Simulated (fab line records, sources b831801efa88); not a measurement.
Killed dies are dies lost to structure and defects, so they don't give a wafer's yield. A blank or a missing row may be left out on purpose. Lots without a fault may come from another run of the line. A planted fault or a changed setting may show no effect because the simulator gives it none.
Chamber matching | flow gf180mcu | GF_CONTACT_CVD_02 on pecvd-02: 3 sister chambers
The step deposits SiO2 from TEOS, target thk 860 nm, time 95.992 s. 3 wafers are shown with their chamber, then 7 later ones without.

WAFERS WITH THEIR CHAMBER
wafer  | chamber | heater_power_w (W)
L441.2 | 0       | 823
L454.2 | 1       | 906
L454.3 | 2       | 705

WAFERS WITHOUT THEIR CHAMBER
wafer  | heater_power_w (W)
L454.4 | 784
L455.2 | 747
L455.3 | 905
L455.4 | 787
L457.1 | 636
L457.5 | 680
L457.6 | 730

WHICH CHAMBER EACH WENT THROUGH
wafer  | from the rows above     | in truth
L454.4 | can't be placed: 0 or 2 | 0
L455.2 | can't be placed: 2 or 0 | 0
L455.3 | 1                       | 1
L455.4 | can't be placed: 0 or 2 | 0
L457.1 | 2                       | 2
L457.5 | 2                       | 2
L457.6 | can't be placed: 2 or 0 | 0
Placed correctly: 3 of 7. Can't be placed from these rows: 4 (the true chamber is among the candidates in 4). Placed wrongly: 0.
How it was worked out, from the rows above alone: a wafer's distance from a chamber is the root of the sum, over the readings, of the square of ((its reading less the chamber's mean) divided by the reading's scatter). The wafer belongs to the nearest chamber; if the next one is less than 2 further off, it can't be placed. A chamber's mean is the mean of its shown wafers. The scatter: with one shown wafer a chamber, the root of the mean of the squares of how far each hidden wafer lies from its nearest shown one.
